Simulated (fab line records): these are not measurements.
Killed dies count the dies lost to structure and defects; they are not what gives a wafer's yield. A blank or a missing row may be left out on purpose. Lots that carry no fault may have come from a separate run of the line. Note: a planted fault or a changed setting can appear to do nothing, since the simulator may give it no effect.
fab line records	flow sky130	part 1 of 2: steps 1 to 23 of 31
record: lots: 5	wafers: 15	last_day: 49
route steps=708 shown LDD_HVP@278 LDD_LDN@289 SPACER@304 POLY_CUT@307
lots untouched by any fault: they come from a run of this same line in which no faults occurred
start_h: start of the lot's first displayed wafer, in hours after the record's first day	wait_h: hours from the lot's prior step to this one	" as in the row above	L1.1+2: a row that stands for several wafers	- either no value or no given start	* or withheld: withheld	< > ~ a bound
route shown NAME@n: names a module that has steps shown in the file, with the first one's number in the route	usual: mean/standard deviation taken from wafers without a fault	same: alike in all rows	chamber/n: place in a boat	sites: each site's reading	_std_site: standard deviation across them	_edge_site: the outer-site mean with the inner-site mean subtracted	radius_mm: how far each site lies from the wafer's centre	mask NAME#n: copy n	behind: the tool/chamber that last shaped the wafer	hold: the reason the lot was held/the length of the hold in hours/how it ended	device: which transistor (n, p or np) failed to switch	end of line: tests run on the same wafers once the route is complete	step lacking rows: just its recipe	killed: at the first sort, the dies lost to defects and structure; wafer yield is something else	map: dies across one wafer; x = killed, . = not, _ = none there
set.NAME: the setting the step ran with; set.NAME@STEP: the setting that earlier step ran with	model.NAME: the simulator's own value behind a step, which no gauge read
lots at selected steps of the route; one table per step, one row per wafer
services: when a tool's chamber went out of use (start_h, in hours from the record's first day, below 0 if earlier), for how many hours, and the reason
== steps ==
step: SKY_LDD_HVP_DEHYDRATE_00
recipe: temp_c: 200	time_s: 60
usual: chill_plate_temp_C: 22.99/0.11	plate_temp_C: 199.96/0.16	resist_line_temp_C: 23.02/0.11
same: time_s: 60
lot.wafer	tool	chamber	start_h	wait_h	chill_plate_temp_C	plate_temp_C	resist_line_temp_C
L074.4	litho_track-03	0	476.43	14.5	22.97	199.92	23.00
L074.5	"	0	"	"	22.86	199.97	23.04
L074.6	"	0	"	"	22.79	200.09	23.13
L082.2	litho_track-02	0	566.26	14.6	22.98	199.89	23.26
L082.4	"	0	"	"	22.95	199.85	23.25
L082.5	"	0	"	"	23.22	199.95	23.09
L085.2	litho_track-02	0	580.01	14.0	22.91	200.19	23.20
L085.3	"	0	"	"	22.94	199.97	22.98
L085.6	"	0	"	"	23.00	200.16	23.06
L086.1	litho_track-03	0	586.06	13.8	22.99	199.96	23.08
L086.5	"	0	"	"	23.09	199.70	22.98
L086.6	"	0	"	"	23.04	199.99	23.21
L091.1	litho_track-03	0	626.61	13.3	22.88	199.81	23.02
L091.3	"	0	"	"	22.87	199.87	23.18
L091.5	"	0	"	"	22.80	199.84	23.10
step: SKY_LDD_HVP_HMDS_01
recipe: prime_time_s: 60	prime_temp_c: 120
usual: chill_plate_temp_C: 23.02/0.11	resist_line_temp_C: 23.03/0.11
lot.wafer	tool	chamber	start_h	wait_h	chill_plate_temp_C	resist_line_temp_C
L074.4	litho_track-03	0	476.58	0.1	23.07	23.10
L074.5	"	0	"	"	22.92	23.14
L074.6	"	0	"	"	23.00	23.09
L082.2	litho_track-02	0	566.41	0.1	23.01	22.97
L082.4	"	0	"	"	23.15	23.08
L082.5	"	0	"	"	23.04	22.87
L085.2	litho_track-02	0	580.16	0.1	22.92	23.17
L085.3	"	0	"	"	23.00	23.34
L085.6	"	0	"	"	23.16	23.17
L086.1	litho_track-03	0	586.21	0.1	23.10	22.89
L086.5	"	0	"	"	22.89	22.90
L086.6	"	0	"	"	22.94	23.16
L091.1	litho_track-03	0	626.76	0.1	22.99	23.21
L091.3	"	0	"	"	22.93	23.10
L091.5	"	0	"	"	23.12	23.10
step: SKY_LDD_HVP_COAT_02
recipe: resist: NOVOLAK	spin_rpm: 3000	resist_thk_nm: 300
usual: chill_plate_temp_C: 23.03/0.1	resist_line_temp_C: 22.98/0.11
lot.wafer	tool	chamber	start_h	wait_h	chill_plate_temp_C	resist_line_temp_C
L074.4	litho_track-03	0	476.73	0.1	23.01	23.04
L074.5	"	0	"	"	22.94	22.96
L074.6	"	0	"	"	22.87	22.91
L082.2	litho_track-02	0	566.56	0.1	23.08	23.27
L082.4	"	0	"	"	22.99	23.00
L082.5	"	0	"	"	23.06	22.99
L085.2	litho_track-02	0	580.31	0.1	22.94	22.96
L085.3	"	0	"	"	23.00	22.98
L085.6	"	0	"	"	23.06	23.11
L086.1	litho_track-03	0	586.36	0.1	23.02	22.87
L086.5	"	0	"	"	22.92	23.01
L086.6	"	0	"	"	23.01	22.87
L091.1	litho_track-03	0	626.91	0.1	23.12	22.92
L091.3	"	0	"	"	23.15	22.99
L091.5	"	0	"	"	23.11	23.01
step: SKY_LDD_HVP_SOFTBAKE_03
recipe: temp_c: 90	time_s: 60	resist: NOVOLAK
usual: chill_plate_temp_C: 22.99/0.11	plate_temp_C: 90.01/0.14	resist_line_temp_C: 23.02/0.12
same: time_s: 60
lot.wafer	tool	chamber	start_h	wait_h	chill_plate_temp_C	plate_temp_C	resist_line_temp_C
L074.4	litho_track-03	0	476.88	0.1	23.03	89.97	23.04
L074.5	"	0	"	"	23.01	89.75	22.91
L074.6	"	0	"	"	23.06	89.99	22.84
L082.2	litho_track-02	0	566.71	0.1	23.06	90.04	22.86
L082.4	"	0	"	"	23.07	90.00	22.89
L082.5	"	0	"	"	23.02	89.98	23.01
L085.2	litho_track-02	0	580.46	0.1	23.01	90.20	23.09
L085.3	"	0	"	"	23.04	90.24	23.22
L085.6	"	0	"	"	22.96	90.04	23.12
L086.1	litho_track-03	0	586.51	0.1	22.98	89.92	23.09
L086.5	"	0	"	"	22.95	90.17	22.99
L086.6	"	0	"	"	23.07	90.28	23.00
L091.1	litho_track-03	0	627.06	0.1	22.89	90.02	22.90
L091.3	"	0	"	"	22.96	89.88	22.88
L091.5	"	0	"	"	22.93	89.97	22.82
step: SKY_LDD_HVP_EXPOSE_04
recipe: mask_id: HVPTM	na: 0.6	source_shape: conventional	sigma_outer: 0.6	polarization: unpolarized	target_cd_nm: 700	dose_mj: 86
lot.wafer	tool	chamber	start_h	wait_h	mask
L074.4+5+6	iline_stepper-01	0	-	-	HVPTM#0
L082.2+4+5	iline_stepper-01	0	-	-	HVPTM#0
L085.2+3+6	iline_stepper-02	0	-	-	HVPTM#0
L086.1+5+6	iline_stepper-02	0	-	-	HVPTM#0
L091.1+3+5	iline_stepper-01	0	-	-	HVPTM#0
step: SKY_LDD_HVP_PEB_05
recipe: temp_c: withheld	time_s: *	resist: NOVOLAK
usual: chill_plate_temp_C: *	resist_line_temp_C: *
same: time_s: *
lot.wafer	tool	chamber	start_h	wait_h	chill_plate_temp_C	resist_line_temp_C
L074.4	litho_track-02	0	-	-	*	*
L074.5	"	0	"	"	*	*
L074.6	"	0	"	"	*	*
L082.2	litho_track-03	0	-	-	*	*
L082.4	"	0	"	"	*	*
L082.5	"	0	"	"	*	*
L085.2	litho_track-02	0	-	-	*	*
L085.3	"	0	"	"	*	*
L085.6	"	0	"	"	*	*
L086.1	litho_track-01	0	-	-	*	*
L086.5	"	0	"	"	*	*
L086.6	"	0	"	"	*	*
L091.1	litho_track-01	0	-	-	*	*
L091.3	"	0	"	"	*	*
L091.5	"	0	"	"	*	*
step: SKY_LDD_HVP_DEVELOP_06
recipe: resist: NOVOLAK	developer: TMAH	develop_time_s: 60	dev_temp_c: 23
usual: chill_plate_temp_C: 22.99/0.099	resist_line_temp_C: 23.01/0.1
lot.wafer	tool	chamber	start_h	wait_h	chill_plate_temp_C	resist_line_temp_C
L074.4	litho_track-02	0	492.36	0.1	22.91	23.30
L074.5	"	0	"	"	22.93	23.34
L074.6	"	0	"	"	23.06	23.19
L082.2	litho_track-03	0	581.63	0.1	22.96	23.08
L082.4	"	0	"	"	22.92	22.93
L082.5	"	0	"	"	23.08	23.05
L085.2	litho_track-02	0	594.71	0.1	23.13	22.89
L085.3	"	0	"	"	23.19	22.99
L085.6	"	0	"	"	23.13	23.11
L086.1	litho_track-01	0	600.57	0.1	22.93	22.81
L086.5	"	0	"	"	23.01	22.88
L086.6	"	0	"	"	22.86	23.00
L091.1	litho_track-01	0	641.47	0.1	22.98	22.99
L091.3	"	0	"	"	22.97	23.07
L091.5	"	0	"	"	22.99	23.03
step: SKY_LDD_HVP_OVL_MEAS_07
usual: LDD_HVP_OVL: 1.1/1.8
lot.wafer	tool	chamber	start_h	wait_h	LDD_HVP_OVL[nm]
L074.4	overlay-02	-	492.46	0.1	-0.5
L074.5	"	-	"	"	1.8
L074.6	"	-	"	"	0.9
L082.2	overlay-02	-	581.77	0.1	-2.3
L082.4	"	-	"	"	-0.8
L082.5	"	-	"	"	0.5
L085.2	overlay-01	-	594.84	0.1	1.9
L085.3	"	-	"	"	4.2
L085.6	"	-	"	"	2.4
L086.1	overlay-01	-	600.72	0.1	2.1
L086.5	"	-	"	"	4.1
L086.6	"	-	"	"	4.7
L091.1	overlay-01	-	641.62	0.1	0.1
L091.3	"	-	"	"	0.5
L091.5	"	-	"	"	-0.5
step: SKY_LDD_HVP_IMPLANT_08
recipe: species: B	energy_kev: 20	dose_cm2: 1.7e+13	tilt_deg: 17.9
usual: beam_on_s: 9.99/0.2
lot.wafer	tool	chamber	start_h	wait_h	beam_on_s
L074.4	implanter-01	0	492.55	0.1	9.83
L074.5	"	0	"	"	9.85
L074.6	"	0	"	"	10.17
L082.2	implanter-04	0	581.82	0.0	9.99
L082.4	"	0	"	"	9.92
L082.5	"	0	"	"	10.17
L085.2	implanter-02	0	594.90	0.0	10.25
L085.3	"	0	"	"	9.82
L085.6	"	0	"	"	9.97
L086.1	implanter-02	0	600.75	0.0	9.97
L086.5	"	0	"	"	10.37
L086.6	"	0	"	"	10.23
L091.1	implanter-04	0	641.65	0.0	9.84
L091.3	"	0	"	"	10.07
L091.5	"	0	"	"	9.97
step: SKY_LDD_HVP_STRIP_09
recipe: chemistry: O2/N2	power_w: 1400	pressure_mtorr: 1500	platen_temp_c: withheld	o2_flow_sccm: 3000	n2_flow_sccm: 300	overash_fraction: 0.5
usual: drypump_motor_current_A: 5.7/0.46	oes_product_au: 0.408/0.0044	strip_time_to_endpoint_s: 4.134/0.014
lot.wafer	tool	chamber	start_h	wait_h	drypump_motor_current_A	oes_product_au	rf_hours_counter_h	strip_time_to_endpoint_s
L074.4	plasma_asher-04	1	492.66	0.1	5.9	0.403	-	4.160
L074.5	"	1	"	"	5.9	0.410	-	4.150
L074.6	"	0	"	"	6.0	0.410	-	4.145
L082.2	plasma_asher-02	1	581.95	0.1	5.8	0.413	43	4.153
L082.4	"	0	"	"	4.8	0.404	-	4.134
L082.5	"	1	"	"	5.9	0.408	-	4.117
L085.2	plasma_asher-01	1	595.02	0.1	5.6	0.402	78	4.141
L085.3	"	0	"	"	6.3	0.412	-	4.131
L085.6	"	0	"	"	6.3	0.402	-	4.132
L086.1	plasma_asher-01	1	600.90	0.1	5.6	0.402	79	4.133
L086.5	"	1	"	"	5.7	0.403	-	4.152
L086.6	"	0	"	"	6.3	0.405	-	4.143
L091.1	plasma_asher-04	0	641.80	0.1	6.0	0.402	22	4.137
L091.3	"	0	"	"	6.0	0.407	-	4.143
L091.5	"	1	"	"	5.9	0.404	-	4.138
step: SKY_LDD_HVP_TW_MEAS_10
usual: LDD_HVP_TW: 457/3.5
lot.wafer	tool	chamber	start_h	wait_h	LDD_HVP_TW
L074.4	film_metro-02	-	492.75	0.1	461
L074.5	"	-	"	"	464
L074.6	"	-	"	"	461
L082.2	film_metro-02	-	582.06	0.1	463
L082.4	"	-	"	"	461
L082.5	"	-	"	"	463
L085.2	film_metro-02	-	595.13	0.1	461
L085.3	"	-	"	"	462
L085.6	"	-	"	"	461
L086.1	film_metro-03	-	601.00	0.1	455
L086.5	"	-	"	"	454
L086.6	"	-	"	"	456
L091.1	film_metro-02	-	641.90	0.1	464
L091.3	"	-	"	"	462
L091.5	"	-	"	"	464
step: SKY_LDD_LDN_DEHYDRATE_00
recipe: temp_c: 200	time_s: 60
usual: chill_plate_temp_C: 22.97/0.1	plate_temp_C: 200.04/0.17	resist_line_temp_C: 23.00/0.1
same: time_s: 60
lot.wafer	tool	chamber	start_h	wait_h	chill_plate_temp_C	plate_temp_C	resist_line_temp_C
L074.4	litho_track-01	0	507.39	14.6	22.92	199.83	23.07
L074.5	"	0	"	"	23.10	199.98	23.16
L074.6	"	0	"	"	23.04	200.10	23.19
L082.2	litho_track-01	0	595.94	13.9	22.89	199.74	23.00
L082.4	"	0	"	"	23.12	200.06	23.02
L082.5	"	0	"	"	22.92	199.72	23.13
L085.2	litho_track-03	0	609.58	14.4	23.03	200.08	23.05
L085.3	"	0	"	"	22.99	200.19	23.13
L085.6	"	0	"	"	22.88	199.98	22.94
L086.1	litho_track-01	0	615.37	14.4	23.06	199.93	22.98
L086.5	"	0	"	"	23.03	199.98	23.07
L086.6	"	0	"	"	23.08	200.07	23.00
L091.1	litho_track-03	0	655.36	13.4	22.84	200.26	23.03
L091.3	"	0	"	"	22.78	200.06	22.91
L091.5	"	0	"	"	22.95	200.10	22.92
step: SKY_LDD_LDN_HMDS_01
recipe: prime_time_s: 60	prime_temp_c: 120
usual: chill_plate_temp_C: 22.99/0.11	resist_line_temp_C: 23.00/0.091
lot.wafer	tool	chamber	start_h	wait_h	chill_plate_temp_C	resist_line_temp_C
L074.4	litho_track-01	0	507.54	0.1	22.97	23.04
L074.5	"	0	"	"	22.79	22.94
L074.6	"	0	"	"	22.95	23.06
L082.2	litho_track-01	0	596.09	0.1	23.08	22.89
L082.4	"	0	"	"	22.90	22.96
L082.5	"	0	"	"	22.88	23.02
L085.2	litho_track-03	0	609.73	0.1	22.86	23.03
L085.3	"	0	"	"	22.87	23.13
L085.6	"	0	"	"	22.92	22.97
L086.1	litho_track-01	0	615.52	0.1	22.95	22.95
L086.5	"	0	"	"	22.98	23.09
L086.6	"	0	"	"	22.95	23.12
L091.1	litho_track-03	0	655.51	0.1	23.22	22.95
L091.3	"	0	"	"	23.12	23.09
L091.5	"	0	"	"	23.14	23.02
step: SKY_LDD_LDN_COAT_02
recipe: resist: NOVOLAK	spin_rpm: 3000	resist_thk_nm: 1140
usual: chill_plate_temp_C: 23.00/0.099	resist_line_temp_C: 22.99/0.097
lot.wafer	tool	chamber	start_h	wait_h	chill_plate_temp_C	resist_line_temp_C
L074.4	litho_track-01	0	507.69	0.1	23.06	22.89
L074.5	"	0	"	"	22.90	23.09
L074.6	"	0	"	"	22.98	22.86
L082.2	litho_track-01	0	596.24	0.1	23.03	22.89
L082.4	"	0	"	"	22.99	23.19
L082.5	"	0	"	"	22.95	22.97
L085.2	litho_track-03	0	609.88	0.1	22.96	23.07
L085.3	"	0	"	"	23.03	23.04
L085.6	"	0	"	"	22.93	23.08
L086.1	litho_track-01	0	615.67	0.1	22.92	23.08
L086.5	"	0	"	"	23.06	23.14
L086.6	"	0	"	"	23.08	23.14
L091.1	litho_track-03	0	655.66	0.1	22.94	23.01
L091.3	"	0	"	"	23.11	22.99
L091.5	"	0	"	"	23.03	23.01
step: SKY_LDD_LDN_SOFTBAKE_03
recipe: temp_c: 90	time_s: 60	resist: NOVOLAK
usual: chill_plate_temp_C: 22.99/0.098	plate_temp_C: 90.03/0.13	resist_line_temp_C: 23.00/0.11
same: time_s: 60
lot.wafer	tool	chamber	start_h	wait_h	chill_plate_temp_C	plate_temp_C	resist_line_temp_C
L074.4	litho_track-01	0	507.84	0.1	22.94	90.26	23.04
L074.5	"	0	"	"	23.15	89.93	22.97
L074.6	"	0	"	"	22.99	90.03	23.05
L082.2	litho_track-01	0	596.39	0.1	22.89	89.98	23.00
L082.4	"	0	"	"	22.91	89.94	22.96
L082.5	"	0	"	"	22.79	90.08	23.16
L085.2	litho_track-03	0	610.03	0.1	23.10	90.00	22.97
L085.3	"	0	"	"	23.11	89.91	22.92
L085.6	"	0	"	"	22.94	89.97	22.83
L086.1	litho_track-01	0	615.82	0.1	22.90	89.91	22.85
L086.5	"	0	"	"	22.91	89.91	22.96
L086.6	"	0	"	"	23.01	90.07	22.94
L091.1	litho_track-03	0	655.81	0.1	23.11	90.00	22.97
L091.3	"	0	"	"	23.01	89.94	23.13
L091.5	"	0	"	"	22.98	90.01	22.94
step: SKY_LDD_LDN_EXPOSE_04
recipe: mask_id: LDNTM	na: 0.6	source_shape: conventional	sigma_outer: 0.6	polarization: unpolarized	target_cd_nm: 700	dose_mj: 140
lot.wafer	tool	chamber	start_h	wait_h	mask
L074.4+5+6	iline_stepper-02	0	-	-	LDNTM#0
L082.2+4+5	iline_stepper-01	0	-	-	LDNTM#0
L085.2+3+6	iline_stepper-01	0	-	-	LDNTM#0
L086.1+5+6	iline_stepper-02	0	-	-	LDNTM#0
L091.1+3+5	iline_stepper-02	0	-	-	LDNTM#0
step: SKY_LDD_LDN_PEB_05
recipe: temp_c: withheld	time_s: *	resist: NOVOLAK
usual: chill_plate_temp_C: *	resist_line_temp_C: *
same: time_s: *
lot.wafer	tool	chamber	start_h	wait_h	chill_plate_temp_C	resist_line_temp_C
L074.4	litho_track-03	0	-	-	*	*
L074.5	"	0	"	"	*	*
L074.6	"	0	"	"	*	*
L082.2	litho_track-01	0	-	-	*	*
L082.4	"	0	"	"	*	*
L082.5	"	0	"	"	*	*
L085.2	litho_track-01	0	-	-	*	*
L085.3	"	0	"	"	*	*
L085.6	"	0	"	"	*	*
L086.1	litho_track-03	0	-	-	*	*
L086.5	"	0	"	"	*	*
L086.6	"	0	"	"	*	*
L091.1	litho_track-01	0	-	-	*	*
L091.3	"	0	"	"	*	*
L091.5	"	0	"	"	*	*
step: SKY_LDD_LDN_DEVELOP_06
recipe: resist: NOVOLAK	developer: TMAH	develop_time_s: 60	dev_temp_c: 23
usual: chill_plate_temp_C: 22.99/0.13	resist_line_temp_C: 22.99/0.12
lot.wafer	tool	chamber	start_h	wait_h	chill_plate_temp_C	resist_line_temp_C
L074.4	litho_track-03	0	523.08	0.1	23.02	22.94
L074.5	"	0	"	"	22.95	23.04
L074.6	"	0	"	"	23.12	22.98
L082.2	litho_track-01	0	610.74	0.1	22.90	23.18
L082.4	"	0	"	"	23.13	22.99
L082.5	"	0	"	"	22.96	23.02
L085.2	litho_track-01	0	624.59	0.1	22.97	23.11
L085.3	"	0	"	"	22.86	23.06
L085.6	"	0	"	"	22.95	22.89
L086.1	litho_track-03	0	629.86	0.1	22.90	22.73
L086.5	"	0	"	"	22.83	22.69
L086.6	"	0	"	"	22.78	22.73
L091.1	litho_track-01	0	669.22	0.1	23.03	23.03
L091.3	"	0	"	"	23.02	22.76
L091.5	"	0	"	"	22.99	22.92
step: SKY_LDD_LDN_OVL_MEAS_07
usual: LDD_LDN_OVL: 0.3/1.5
lot.wafer	tool	chamber	start_h	wait_h	LDD_LDN_OVL[nm]
L074.4	overlay-01	-	523.18	0.1	0.3
L074.5	"	-	"	"	0.5
L074.6	"	-	"	"	2.6
L082.2	overlay-02	-	610.87	0.1	3.4
L082.4	"	-	"	"	2.4
L082.5	"	-	"	"	2.7
L085.2	overlay-01	-	624.72	0.1	4.4
L085.3	"	-	"	"	0.9
L085.6	"	-	"	"	1.5
L086.1	overlay-02	-	630.01	0.1	0.6
L086.5	"	-	"	"	-1.0
L086.6	"	-	"	"	1.4
L091.1	overlay-02	-	669.37	0.1	0.5
L091.3	"	-	"	"	0.0
L091.5	"	-	"	"	0.2
step: SKY_LDD_LDN_IMPLANT_08
recipe: species: As	energy_kev: 15	dose_cm2: 1.25e+13	tilt_deg: withheld	rotation_deg: 23
usual: beam_on_s: 10.00/0.2
lot.wafer	tool	chamber	start_h	wait_h	beam_on_s
L074.4	implanter-01	0	523.27	0.1	10.02
L074.5	"	0	"	"	10.08
L074.6	"	0	"	"	9.58
L082.2	implanter-03	0	610.93	0.0	9.79
L082.4	"	0	"	"	10.02
L082.5	"	0	"	"	9.61
L085.2	implanter-01	0	624.78	0.0	10.18
L085.3	"	0	"	"	10.12
L085.6	"	0	"	"	9.79
L086.1	implanter-01	0	630.05	0.0	10.20
L086.5	"	0	"	"	10.22
L086.6	"	0	"	"	10.10
L091.1	implanter-03	0	669.40	0.0	9.77
L091.3	"	0	"	"	10.08
L091.5	"	0	"	"	10.30
step: SKY_LDD_LDN_IMPLANT_09
recipe: species: As	energy_kev: 15	dose_cm2: 1.25e+13	tilt_deg: withheld	rotation_deg: 113
usual: beam_on_s: 9.97/0.18
lot.wafer	tool	chamber	start_h	wait_h	beam_on_s
L074.4	implanter-01	0	523.42	0.1	9.73
L074.5	"	0	"	"	9.69
L074.6	"	0	"	"	9.95
L082.2	implanter-03	0	611.08	0.1	10.22
L082.4	"	0	"	"	9.84
L082.5	"	0	"	"	10.06
L085.2	implanter-01	0	624.93	0.1	9.77
L085.3	"	0	"	"	10.12
L085.6	"	0	"	"	9.72
L086.1	implanter-01	0	630.20	0.1	9.86
L086.5	"	0	"	"	10.09
L086.6	"	0	"	"	10.20
L091.1	implanter-03	0	669.55	0.1	9.93
L091.3	"	0	"	"	10.34
L091.5	"	0	"	"	9.81
step: SKY_LDD_LDN_IMPLANT_10
recipe: species: As	energy_kev: 15	dose_cm2: 1.25e+13	tilt_deg: withheld	rotation_deg: 203
usual: beam_on_s: 10.01/0.2
lot.wafer	tool	chamber	start_h	wait_h	beam_on_s
L074.4	implanter-01	0	523.57	0.1	9.89
L074.5	"	0	"	"	9.88
L074.6	"	0	"	"	9.80
L082.2	implanter-03	0	611.23	0.1	9.97
L082.4	"	0	"	"	10.14
L082.5	"	0	"	"	9.66
L085.2	implanter-01	0	625.08	0.1	10.32
L085.3	"	0	"	"	10.14
L085.6	"	0	"	"	9.86
L086.1	implanter-01	0	630.35	0.1	9.89
L086.5	"	0	"	"	10.11
L086.6	"	0	"	"	9.79
L091.1	implanter-03	0	669.70	0.1	9.95
L091.3	"	0	"	"	10.02
L091.5	"	0	"	"	10.06
step: SKY_LDD_LDN_IMPLANT_11
recipe: species: As	energy_kev: 15	dose_cm2: 1.25e+13	tilt_deg: withheld	rotation_deg: 293
usual: beam_on_s: 10.03/0.21
lot.wafer	tool	chamber	start_h	wait_h	beam_on_s
L074.4	implanter-01	0	523.72	0.1	10.20
L074.5	"	0	"	"	10.22
L074.6	"	0	"	"	10.11
L082.2	implanter-03	0	611.38	0.1	10.29
L082.4	"	0	"	"	9.91
L082.5	"	0	"	"	9.88
L085.2	implanter-01	0	625.23	0.1	10.06
L085.3	"	0	"	"	10.25
L085.6	"	0	"	"	9.69
L086.1	implanter-01	0	630.50	0.1	10.22
L086.5	"	0	"	"	9.66
L086.6	"	0	"	"	10.05
L091.1	implanter-03	0	669.85	0.1	9.97
L091.3	"	0	"	"	9.80
L091.5	"	0	"	"	9.85
